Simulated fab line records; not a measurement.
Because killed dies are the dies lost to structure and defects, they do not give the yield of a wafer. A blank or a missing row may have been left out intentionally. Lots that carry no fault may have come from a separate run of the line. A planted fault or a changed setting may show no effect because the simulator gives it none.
8D (eight disciplines) problem report, filled in by code ; flow gf180mcu ; the parts of the form that need people (team, actions taken, sign-off) are left out

== 1. THE PROBLEM ==
Mean of wafer_temp_C_max at GF_SALICIDE_RTA_06: 489.4 across 6 wafers in 2 lots; on wafers with no fault it is 532.7 (standard deviation 0.6). That is -72 standard deviations from the usual mean.
The step: time 30 s.
Seen first at day 22 12:09 on rtp_anneal-01, wafer L898.1. At this step, 18 wafers from 6 lots have a number in the record. The rule behind "out" and "out of limits": a value lying over 4 standard deviations away from the usual mean. The rest of the wafers with a number are treated as sound.

== 2. WHAT IT IS, AND WHAT IT ISN'T ==
question;is;is not
which readings at this step;wafer_temp_C_max;-
which lots;L898, L902;L884, L889, L893, L904
which wafers of those lots;all that have a number;-
read on which tools;rtp_anneal-01;rtp_anneal-02
when;from day 22 12:09;"up to then (9 sound wafers); but 3 sound wafers of L904 came after"

== 3. THE SUSPECTS, EACH WITH WHAT RULES IT OUT ==
Counting: any tool at a process step up to the reading is kept as a suspect provided that every lot that is out went through it and no sound lot did after the first of them.
- plasma_asher-02 at GF_SAB_STRIP_13 (strips in O2/N2): ruled out as a lasting fault. Following L898 (day 22 11:43), the first lot on it that is out, the sound lots L904 were run on it.
- pvd_sputter-04 at GF_SALICIDE_SPUTTER_02 (material Co, target thk 10 nm, time 20 s): kept. It processed each lot that is out, first L898 at day 22 11:55, and no sound lot thereafter; up to then, the last sound lot it processed was L893 at day 20 21:06.
- pvd_sputter-04 at GF_SALICIDE_SPUTTER_03 (material TiN, target thk 20 nm, time 16.7 s): kept. It processed each lot that is out, first L898 at day 22 11:56, and no sound lot thereafter; up to then, the last sound lot it processed was L893 at day 20 21:08.
- rtp_anneal-01 at GF_SALICIDE_RTA_06 (time 30 s): kept. It processed each lot that is out, first L898 at day 22 12:09, and no sound lot thereafter; up to then, the last sound lot it processed was L884 at day 17 17:49. Its own wafer_temp_C_max readings are out on those wafers.
The count leaves pvd_sputter-04 at GF_SALICIDE_SPUTTER_02, pvd_sputter-04 at GF_SALICIDE_SPUTTER_03, and rtp_anneal-01 at GF_SALICIDE_RTA_06.

== 4. THE CAUSE (what the simulator had put in) ==
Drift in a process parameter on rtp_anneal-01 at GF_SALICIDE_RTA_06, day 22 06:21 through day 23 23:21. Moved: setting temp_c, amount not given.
Counting left 3 suspects, and this tool is among them.

== 5. THE EFFECT CHAIN, in route order ==
Each row: a reading where the mean over the struck wafers with a number is more than 3 standard deviations away from the usual. Scope: only readings with a usual standard deviation given in the record; hours: median across lots of the time from each lot's start at the first step in this table that gives one to its start at this step; sigmas: change in usual standard deviations.
hours;step;reading;usual;on struck wafers;change;sigmas
0;GF_SALICIDE_RTA_06;wafer_temp_C_max;532.7;489.4;-43.3;-72
It contains these process steps:
- GF_SALICIDE_RTA_06: time 30 s.

== 6. WHAT WOULD HAVE CAUGHT IT SOONER ==
The fault began at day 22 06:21; the first out-of-limits reading in this record came at day 22 12:09, 6 hours later.
